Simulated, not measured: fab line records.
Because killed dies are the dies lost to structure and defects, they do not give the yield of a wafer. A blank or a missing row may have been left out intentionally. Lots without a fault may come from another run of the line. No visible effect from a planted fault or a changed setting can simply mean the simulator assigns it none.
Matching of chambers / flow sky130 / rie diel-01 running SKY_LI_CONTACT_ETCH_15: 4 sister chambers
The step etches PSG in C4F8/O2/Ar, stops on Si, target depth 600 nm. 4 wafers are shown with their chamber, then 7 later ones without.

== WAFERS PAIRED WITH THEIR CHAMBERS ==
wafer=L436.2; chamber=3; rf fwd power W (W)=1489
wafer=L449.4; chamber=2; rf fwd power W (W)=1502
wafer=L450.2; chamber=1; rf fwd power W (W)=1483
wafer=L450.3; chamber=0; rf fwd power W (W)=1489

== WAFERS WHOSE CHAMBER IS MISSING ==
wafer=L450.4; rf fwd power W (W)=1493
wafer=L455.3; rf fwd power W (W)=1494
wafer=L455.4; rf fwd power W (W)=1495
wafer=L455.5; rf fwd power W (W)=1500
wafer=L457.2; rf fwd power W (W)=1487
wafer=L457.5; rf fwd power W (W)=1493
wafer=L457.6; rf fwd power W (W)=1491

== THE CHAMBER EACH PASSED THROUGH ==
wafer=L450.4; from the rows above=can't be placed: 0 or 3 or 2 or 1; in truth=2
wafer=L455.3; from the rows above=can't be placed: 0 or 3 or 2 or 1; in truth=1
wafer=L455.4; from the rows above=can't be placed: 0 or 3 or 2 or 1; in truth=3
wafer=L455.5; from the rows above=2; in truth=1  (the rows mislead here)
wafer=L457.2; from the rows above=can't be placed: 0 or 3 or 1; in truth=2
wafer=L457.5; from the rows above=can't be placed: 0 or 3 or 2 or 1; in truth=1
wafer=L457.6; from the rows above=can't be placed: 0 or 3 or 1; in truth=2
Correctly placed: 0 of 7. Cannot be placed on the basis of these rows: 6; the candidates contain the true chamber in 4. Placed wrongly: 1.
How it was worked out, from the rows above alone: a wafer's distance from a chamber is the root of the sum, over the readings, of the square of ((its reading less the chamber's mean) divided by the reading's scatter). The wafer belongs to the nearest chamber; if the next one is less than 2 further off, it can't be placed. For every chamber, the mean is computed from those of its wafers that are shown. The scatter (one wafer shown for each chamber): square how far every hidden wafer sits from the nearest shown wafer, average those squares and take the square root.
